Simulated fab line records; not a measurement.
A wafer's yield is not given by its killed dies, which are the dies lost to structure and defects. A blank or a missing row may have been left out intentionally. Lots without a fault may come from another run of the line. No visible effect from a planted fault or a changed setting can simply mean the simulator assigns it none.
Which tool was responsible? || flow gf180mcu || 12 lots, 34 wafers sampled, at 6 steps of a route of 602

## WHAT EACH GAUGE READ, for each wafer
GF_MVPSD_TW_MEAS_11.
{"lot": "L911", "measured": "day 5 01:22", "on": "film_metro-02", "MVPSD_TW": "556.1 557.8 558.0"}
{"lot": "L912", "measured": "day 5 06:01", "on": "film_metro-01", "MVPSD_TW": "559.0 560.8 559.8"}
{"lot": "L914", "measured": "day 5 19:26", "on": "film_metro-02", "MVPSD_TW": "555.2 555.4 553.9"}
{"lot": "L916", "measured": "day 6 07:34", "on": "film_metro-04", "MVPSD_TW": "556.2 557.1 556.0"}
{"lot": "L922", "measured": "day 7 16:21", "on": "film_metro-01", "MVPSD_TW": "558.8 558.7"}
{"lot": "L923", "measured": "day 8 00:03", "on": "film_metro-02", "MVPSD_TW": "555.3 556.6"}
{"lot": "L927", "measured": "day 8 21:37", "on": "film_metro-04", "MVPSD_TW": "551.2 555.4 553.0"}
{"lot": "L930", "measured": "day 10 02:59", "on": "film_metro-01", "MVPSD_TW": "562.0 560.9 560.8"}
{"lot": "L931", "measured": "day 10 03:03", "on": "film_metro-02", "MVPSD_TW": "561.1 558.0 558.4"}
{"lot": "L932", "measured": "day 10 13:14", "on": "film_metro-04", "MVPSD_TW": "558.8 557.2 556.6"}
{"lot": "L933", "measured": "day 10 13:35", "on": "film_metro-01", "MVPSD_TW": "560.1 559.5 561.8"}
{"lot": "L934", "measured": "day 10 19:13", "on": "film_metro-02", "MVPSD_TW": "557.1 558.4 556.5"}

GF_PSD_RS_MEAS_14: measurement is done with a four-point probe.
{"lot": "L911", "measured": "day 14 05:43", "on": "film_metro-02", "NSD_RS (ohm/sq)": "46.18 46.29 46.22"}
{"lot": "L912", "measured": "day 14 15:38", "on": "film_metro-03", "NSD_RS (ohm/sq)": "46.08 46.21 46.16"}
{"lot": "L914", "measured": "day 15 04:31", "on": "film_metro-01", "NSD_RS (ohm/sq)": "46.13 46.10 46.26"}
{"lot": "L916", "measured": "day 16 04:25", "on": "film_metro-03", "NSD_RS (ohm/sq)": "46.20 46.09 46.14"}
{"lot": "L922", "measured": "day 18 00:26", "on": "film_metro-02", "NSD_RS (ohm/sq)": "46.21 40.99"}
{"lot": "L923", "measured": "day 18 10:41", "on": "film_metro-02", "NSD_RS (ohm/sq)": "46.14 40.90"}
{"lot": "L927", "measured": "day 19 19:09", "on": "film_metro-01", "NSD_RS (ohm/sq)": "46.17 46.28 46.29"}
{"lot": "L930", "measured": "day 21 10:39", "on": "film_metro-02", "NSD_RS (ohm/sq)": "46.19 46.12 46.05"}
{"lot": "L931", "measured": "day 21 11:37", "on": "film_metro-03", "NSD_RS (ohm/sq)": "46.27 46.14 46.18"}
{"lot": "L932", "measured": "day 22 01:07", "on": "film_metro-02", "NSD_RS (ohm/sq)": "45.99 45.96 46.04"}
{"lot": "L933", "measured": "day 22 00:50", "on": "film_metro-03", "NSD_RS (ohm/sq)": "46.39 46.21 46.25"}
{"lot": "L934", "measured": "day 22 06:35", "on": "film_metro-01", "NSD_RS (ohm/sq)": "46.08 46.06 46.20"}

GF_PSD_RS_MEAS_15: measurement is done with a four-point probe.
{"lot": "L911", "measured": "day 14 05:50", "on": "film_metro-02", "PSD_RS (ohm/sq)": "108.71 108.74 108.92"}
{"lot": "L912", "measured": "day 14 15:46", "on": "film_metro-03", "PSD_RS (ohm/sq)": "108.73 109.01 108.70"}
{"lot": "L914", "measured": "day 15 04:38", "on": "film_metro-01", "PSD_RS (ohm/sq)": "108.71 108.19 108.68"}
{"lot": "L916", "measured": "day 16 04:32", "on": "film_metro-03", "PSD_RS (ohm/sq)": "108.22 108.42 108.35"}
{"lot": "L922", "measured": "day 18 00:34", "on": "film_metro-02", "PSD_RS (ohm/sq)": "108.57 99.34"}
{"lot": "L923", "measured": "day 18 10:49", "on": "film_metro-02", "PSD_RS (ohm/sq)": "108.67 99.29"}
{"lot": "L927", "measured": "day 19 19:16", "on": "film_metro-01", "PSD_RS (ohm/sq)": "108.84 108.79 108.85"}
{"lot": "L930", "measured": "day 21 10:46", "on": "film_metro-02", "PSD_RS (ohm/sq)": "108.73 108.32 108.52"}
{"lot": "L931", "measured": "day 21 11:44", "on": "film_metro-03", "PSD_RS (ohm/sq)": "108.53 108.69 108.69"}
{"lot": "L932", "measured": "day 22 01:14", "on": "film_metro-02", "PSD_RS (ohm/sq)": "108.13 108.30 108.53"}
{"lot": "L933", "measured": "day 22 00:57", "on": "film_metro-03", "PSD_RS (ohm/sq)": "108.95 108.88 108.40"}
{"lot": "L934", "measured": "day 22 06:42", "on": "film_metro-01", "PSD_RS (ohm/sq)": "108.40 108.26 108.41"}

GF_M2_RS_MEAS_05: measurement is done with a four-point probe.
{"lot": "L911", "measured": "day 18 03:38", "on": "film_metro-03", "M2_ALCU_RS (ohm/sq)": "0.0697 0.0688 0.0689"}
{"lot": "L912", "measured": "day 18 16:12", "on": "film_metro-02", "M2_ALCU_RS (ohm/sq)": "0.0699 0.0700 0.0707"}
{"lot": "L914", "measured": "day 19 07:08", "on": "film_metro-03", "M2_ALCU_RS (ohm/sq)": "0.0688 0.0686 0.0688"}
{"lot": "L916", "measured": "day 20 10:23", "on": "film_metro-02", "M2_ALCU_RS (ohm/sq)": "0.0694 0.0693 0.0692"}
{"lot": "L922", "measured": "day 22 06:30", "on": "film_metro-03", "M2_ALCU_RS (ohm/sq)": "0.0700 0.0697"}
{"lot": "L923", "measured": "day 22 17:38", "on": "film_metro-03", "M2_ALCU_RS (ohm/sq)": "0.0705 0.0720"}
{"lot": "L927", "measured": "day 24 00:38", "on": "film_metro-04", "M2_ALCU_RS (ohm/sq)": "0.0685 0.0688 0.0696"}
{"lot": "L930", "measured": "day 25 11:13", "on": "film_metro-03", "M2_ALCU_RS (ohm/sq)": "0.0698 0.0701 0.0691"}
{"lot": "L931", "measured": "day 25 12:14", "on": "film_metro-03", "M2_ALCU_RS (ohm/sq)": "0.0680 0.0696 0.0678"}
{"lot": "L932", "measured": "day 26 00:32", "on": "film_metro-04", "M2_ALCU_RS (ohm/sq)": "0.0689 0.0697 0.0692"}
{"lot": "L933", "measured": "day 25 23:29", "on": "film_metro-02", "M2_ALCU_RS (ohm/sq)": "0.0713 0.0697 0.0714"}
{"lot": "L934", "measured": "day 26 05:59", "on": "film_metro-02", "M2_ALCU_RS (ohm/sq)": "0.0690 0.0700 0.0692"}

## EACH LOT AND THE TOOL THAT RAN IT (in order: tool; ch and the chambers of the sampled wafers; start)
{"lot": "L911", "GF_VT_IMPLANT_STRIP_31": "plasma_asher-02 ch 0,1, day 6 21:04", "GF_PSD_RTA_13": "rtp_anneal-02 ch 0, day 14 05:38"}
{"lot": "L912", "GF_VT_IMPLANT_STRIP_31": "plasma_asher-01 ch 0,1, day 7 02:11", "GF_PSD_RTA_13": "rtp_anneal-01 ch 0, day 14 15:32"}
{"lot": "L914", "GF_VT_IMPLANT_STRIP_31": "plasma_asher-02 ch 0,1, day 7 15:43", "GF_PSD_RTA_13": "rtp_anneal-02 ch 0, day 15 04:26"}
{"lot": "L916", "GF_VT_IMPLANT_STRIP_31": "plasma_asher-03 ch 0, day 8 05:16", "GF_PSD_RTA_13": "rtp_anneal-02 ch 0, day 16 04:19"}
{"lot": "L922", "GF_VT_IMPLANT_STRIP_31": "plasma_asher-02 ch 1, day 9 18:44", "GF_PSD_RTA_13": "rtp_anneal-01 ch 0, day 18 00:17"}
{"lot": "L923", "GF_VT_IMPLANT_STRIP_31": "plasma_asher-02 ch 1, day 10 02:35", "GF_PSD_RTA_13": "rtp_anneal-01 ch 0, day 18 10:35"}
{"lot": "L927", "GF_VT_IMPLANT_STRIP_31": "plasma_asher-03 ch 0,1, day 11 02:49", "GF_PSD_RTA_13": "rtp_anneal-02 ch 0, day 19 19:04"}
{"lot": "L930", "GF_VT_IMPLANT_STRIP_31": "plasma_asher-01 ch 0,1, day 12 10:59", "GF_PSD_RTA_13": "rtp_anneal-01 ch 0, day 21 10:33"}
{"lot": "L931", "GF_VT_IMPLANT_STRIP_31": "plasma_asher-02 ch 0,1, day 12 11:56", "GF_PSD_RTA_13": "rtp_anneal-02 ch 0, day 21 11:32"}
{"lot": "L932", "GF_VT_IMPLANT_STRIP_31": "plasma_asher-02 ch 0,1, day 12 22:57", "GF_PSD_RTA_13": "rtp_anneal-01 ch 0, day 22 01:01"}
{"lot": "L933", "GF_VT_IMPLANT_STRIP_31": "plasma_asher-03 ch 1, day 12 23:15", "GF_PSD_RTA_13": "rtp_anneal-01 ch 0, day 22 00:44"}
{"lot": "L934", "GF_VT_IMPLANT_STRIP_31": "plasma_asher-02 ch 0, day 13 04:21", "GF_PSD_RTA_13": "rtp_anneal-01 ch 0, day 22 06:29"}
- GF_VT_IMPLANT_STRIP_31: strips in O2/N2.
- GF_PSD_RTA_13: time 20 s.

## WHAT THE TOOLS THEMSELVES READ (means of the sampled wafers that have a number; where no wafer has one, the mark that the record gives instead)
GF_VT_IMPLANT_STRIP_31.
{"lot": "L911", "tool": "plasma_asher-02", "chamber_pressure_mTorr (mTorr)": 1500.2, "drypump_motor_current_A (A)": 5.2, "heater_power_w (W)": 377, "n2_flow_sccm (sccm)": 299.9, "oes_product_au (a.u.)": 0.713, "strip_time_to_endpoint_s (s)": 12.68}
{"lot": "L912", "tool": "plasma_asher-01", "chamber_pressure_mTorr (mTorr)": 1500.1, "drypump_motor_current_A (A)": 5.9, "heater_power_w (W)": 363, "n2_flow_sccm (sccm)": 300.8, "oes_product_au (a.u.)": 0.722, "strip_time_to_endpoint_s (s)": 12.70}
{"lot": "L914", "tool": "plasma_asher-02", "chamber_pressure_mTorr (mTorr)": 1499.7, "drypump_motor_current_A (A)": 5.1, "heater_power_w (W)": 378, "n2_flow_sccm (sccm)": 300.3, "oes_product_au (a.u.)": 0.717, "strip_time_to_endpoint_s (s)": 12.65}
{"lot": "L916", "tool": "plasma_asher-03", "chamber_pressure_mTorr (mTorr)": 1499.2, "drypump_motor_current_A (A)": 5.0, "heater_power_w (W)": 266, "n2_flow_sccm (sccm)": 299.9, "oes_product_au (a.u.)": 0.717, "strip_time_to_endpoint_s (s)": 12.69}
{"lot": "L922", "tool": "plasma_asher-02", "chamber_pressure_mTorr (mTorr)": 1500.6, "drypump_motor_current_A (A)": 5.1, "heater_power_w (W)": 412, "n2_flow_sccm (sccm)": 299.9, "oes_product_au (a.u.)": 0.716, "strip_time_to_endpoint_s (s)": 12.57}
{"lot": "L923", "tool": "plasma_asher-02", "chamber_pressure_mTorr (mTorr)": 1498.7, "drypump_motor_current_A (A)": 5.2, "heater_power_w (W)": 416, "n2_flow_sccm (sccm)": 297.9, "oes_product_au (a.u.)": 0.718, "strip_time_to_endpoint_s (s)": 12.66}
{"lot": "L927", "tool": "plasma_asher-03", "chamber_pressure_mTorr (mTorr)": 1499.6, "drypump_motor_current_A (A)": 5.4, "heater_power_w (W)": 276, "n2_flow_sccm (sccm)": 300.0, "oes_product_au (a.u.)": 0.720, "strip_time_to_endpoint_s (s)": 12.64}
{"lot": "L930", "tool": "plasma_asher-01", "chamber_pressure_mTorr (mTorr)": 1499.8, "drypump_motor_current_A (A)": 5.9, "heater_power_w (W)": 362, "n2_flow_sccm (sccm)": 300.6, "oes_product_au (a.u.)": 0.713, "strip_time_to_endpoint_s (s)": 12.66}
{"lot": "L931", "tool": "plasma_asher-02", "chamber_pressure_mTorr (mTorr)": 1499.1, "drypump_motor_current_A (A)": 5.2, "heater_power_w (W)": 380, "n2_flow_sccm (sccm)": 299.7, "oes_product_au (a.u.)": 0.717, "strip_time_to_endpoint_s (s)": 12.67}
{"lot": "L932", "tool": "plasma_asher-02", "chamber_pressure_mTorr (mTorr)": 1501.8, "drypump_motor_current_A (A)": 5.2, "heater_power_w (W)": 386, "n2_flow_sccm (sccm)": 299.1, "oes_product_au (a.u.)": 0.716, "strip_time_to_endpoint_s (s)": 12.61}
{"lot": "L933", "tool": "plasma_asher-03", "chamber_pressure_mTorr (mTorr)": 1501.1, "drypump_motor_current_A (A)": 6.1, "heater_power_w (W)": 285, "n2_flow_sccm (sccm)": 299.5, "oes_product_au (a.u.)": 0.712, "strip_time_to_endpoint_s (s)": 12.65}
{"lot": "L934", "tool": "plasma_asher-02", "chamber_pressure_mTorr (mTorr)": 1499.2, "drypump_motor_current_A (A)": 5.1, "heater_power_w (W)": 321, "n2_flow_sccm (sccm)": 299.0, "oes_product_au (a.u.)": 0.719, "strip_time_to_endpoint_s (s)": 12.68}

GF_PSD_RTA_13.
{"lot": "L911", "tool": "rtp_anneal-02", "anneal_temp_c_max": 1029.7, "lamp_power_pct (%)": 40, "run_length_s (s)": 49.2, "wafer_temp_C_max": 1027.7}
{"lot": "L912", "tool": "rtp_anneal-01", "anneal_temp_c_max": 1028.1, "lamp_power_pct (%)": 34, "run_length_s (s)": 48.8, "wafer_temp_C_max": 1031.5}
{"lot": "L914", "tool": "rtp_anneal-02", "anneal_temp_c_max": 1030.1, "lamp_power_pct (%)": 40, "run_length_s (s)": 49.1, "wafer_temp_C_max": 1027.3}
{"lot": "L916", "tool": "rtp_anneal-02", "anneal_temp_c_max": 1029.9, "lamp_power_pct (%)": 40, "run_length_s (s)": 49.1, "wafer_temp_C_max": 1028.3}
{"lot": "L922", "tool": "rtp_anneal-01", "anneal_temp_c_max": 1028.4, "lamp_power_pct (%)": 34, "run_length_s (s)": 67.0, "wafer_temp_C_max": 1032.4}
{"lot": "L923", "tool": "rtp_anneal-01", "anneal_temp_c_max": 1027.8, "lamp_power_pct (%)": 34, "run_length_s (s)": 64.8, "wafer_temp_C_max": 1031.5}
{"lot": "L927", "tool": "rtp_anneal-02", "anneal_temp_c_max": 1029.8, "lamp_power_pct (%)": 40, "run_length_s (s)": 49.3, "wafer_temp_C_max": 1028.3}
{"lot": "L930", "tool": "rtp_anneal-01", "anneal_temp_c_max": 1028.5, "lamp_power_pct (%)": 34, "run_length_s (s)": 48.5, "wafer_temp_C_max": 1031.0}
{"lot": "L931", "tool": "rtp_anneal-02", "anneal_temp_c_max": 1029.9, "lamp_power_pct (%)": 40, "run_length_s (s)": 49.3, "wafer_temp_C_max": 1027.7}
{"lot": "L932", "tool": "rtp_anneal-01", "anneal_temp_c_max": 1028.9, "lamp_power_pct (%)": 34, "run_length_s (s)": 48.9, "wafer_temp_C_max": 1030.7}
{"lot": "L933", "tool": "rtp_anneal-01", "anneal_temp_c_max": 1028.4, "lamp_power_pct (%)": 34, "run_length_s (s)": 48.5, "wafer_temp_C_max": 1031.7}
{"lot": "L934", "tool": "rtp_anneal-01", "anneal_temp_c_max": 1027.7, "lamp_power_pct (%)": 34, "run_length_s (s)": 48.8, "wafer_temp_C_max": 1031.3}

## THE ANSWER, worked out from the rows above alone
Rule: what is usual is taken from the lots themselves. The widest of any qualifying gaps counts: lots, ordered by their means at a reading, are off when they make up no more than a third of the lots, leave a main group of 4 or more, and stand apart from it by 3 or more times the standard deviation of that group's means. A main group is skipped when, at the precision printed for the reading in the tables above, its means are all equal. A lot without any number at a reading at which 4 lots or more have one is off too. All remaining lots with rows at the step are treated as sound. The gauges are gone through in route order, then the tools' own readings, and for those a lot's mean is taken as printed above. The first step at which some lot is off is used, and at that step the reading that is off furthest; a lot without a number counts as furthest.
Off: L922, L923, at GF_PSD_RS_MEAS_14 (NSD_RS). Main group: mean 46.16 ohm/sq, sd 0.077.
A tool fits if, at a process step before that reading, it ran every lot that is off, and no sound lot after the first of them. The gauges at GF_PSD_RS_MEAS_14 aren't tried: what is off there is off at GF_PSD_RTA_13 too, on other tools, and a gauge's error can't cause that. None of those tried fits.

## WHAT HAD BEEN PUT IN BY THE SIMULATOR
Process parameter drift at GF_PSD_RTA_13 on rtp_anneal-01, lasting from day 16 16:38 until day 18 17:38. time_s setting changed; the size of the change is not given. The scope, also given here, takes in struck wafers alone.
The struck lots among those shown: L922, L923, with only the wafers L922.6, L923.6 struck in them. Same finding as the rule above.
